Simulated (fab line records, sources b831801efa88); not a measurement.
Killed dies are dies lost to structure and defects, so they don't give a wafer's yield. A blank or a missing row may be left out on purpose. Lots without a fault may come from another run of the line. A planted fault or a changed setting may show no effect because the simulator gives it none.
Which tool did it? | flow sky130 | 14 lots, 42 wafers sampled, at 2 steps of a route of 708

WHAT THE GAUGES READ, wafer by wafer
SKY_VIA2_OVL_MEAS_13.
lot  | measured     | on         | VIA2_OVL (nm)
L486 | day 36 06:02 | overlay-02 | 3 5 5
L491 | day 38 09:45 | overlay-02 | 5 8 -5
L490 | day 38 15:11 | overlay-01 | 9 7 5
L489 | day 38 16:08 | overlay-02 | 0 9 6
L493 | day 38 16:29 | overlay-02 | 8 10 15
L492 | day 38 18:09 | overlay-02 | 3 0 8
L494 | day 38 21:48 | overlay-01 | 3 10 2
L495 | day 40 06:10 | overlay-02 | 6 -8 7
L496 | day 40 06:57 | overlay-02 | 9 5 9
L499 | day 40 10:48 | overlay-01 | 12 10 9
L501 | day 40 14:41 | overlay-02 | 3 2 1
L507 | day 42 06:08 | overlay-01 | -7 -1 6
L508 | day 42 16:56 | overlay-01 | 4 3 6
L509 | day 42 19:41 | overlay-02 | 7 13 6

SKY_VIA2_THK_MEAS_23: measures by xrf.
lot  | measured     | on            | VIA2_W_THK (nm)
L486 | day 36 07:08 | film_metro-04 | 422 422 418
L491 | day 38 10:47 | film_metro-02 | 421 417 423
L490 | day 38 16:13 | film_metro-04 | 410 423 419
L489 | day 38 17:11 | film_metro-03 | 404 411 408
L493 | day 38 17:32 | film_metro-02 | 416 418 426
L492 | day 38 19:12 | film_metro-02 | 415 420 420
L494 | day 38 22:53 | film_metro-04 | 412 413 412
L495 | day 40 07:14 | film_metro-02 | 427 422 432
L496 | day 40 08:01 | film_metro-03 | 420 414 414
L499 | day 40 11:51 | film_metro-03 | 418 421 414
L501 | day 40 15:44 | film_metro-03 | 411 407 408
L507 | day 42 07:10 | film_metro-03 | 424 409 413
L508 | day 42 18:09 | film_metro-03 | 406 413 409
L509 | day 42 21:14 | film_metro-03 | 417 407 417

WHICH TOOL RAN EACH LOT (tool, then ch and the chambers of the sampled wafers, then the start)
The record holds no process step before these readings.

WHAT THE TOOLS THEMSELVES READ (means of the sampled wafers that have a number; where no wafer has one, the mark that the record gives instead)
The record holds no such reading with a usual standard deviation.

THE ANSWER, worked out from the rows above alone
Rule: what is usual is taken from the lots themselves. Put in order of their means at a reading, lots are off if they are a third of the lots or fewer, leave a main group of 4 or more, and stand apart from it by a gap of 3 or more times the standard deviation of the main group's means; of several such gaps the widest counts. A main group whose means are all the same, to the digits that the tables above print for the reading, isn't used. A lot without any number at a reading at which 4 lots or more have one is off too. The other lots that the step has rows for count as sound. The gauges are gone through in route order, then the tools' own readings, and for those a lot's mean is taken as printed above. The first step at which some lot is off is used, and at that step the reading that is off furthest; a lot without a number counts as furthest.
No lot is off at any reading shown: from this, nothing can be told.

WHAT THE SIMULATOR HAD PUT IN
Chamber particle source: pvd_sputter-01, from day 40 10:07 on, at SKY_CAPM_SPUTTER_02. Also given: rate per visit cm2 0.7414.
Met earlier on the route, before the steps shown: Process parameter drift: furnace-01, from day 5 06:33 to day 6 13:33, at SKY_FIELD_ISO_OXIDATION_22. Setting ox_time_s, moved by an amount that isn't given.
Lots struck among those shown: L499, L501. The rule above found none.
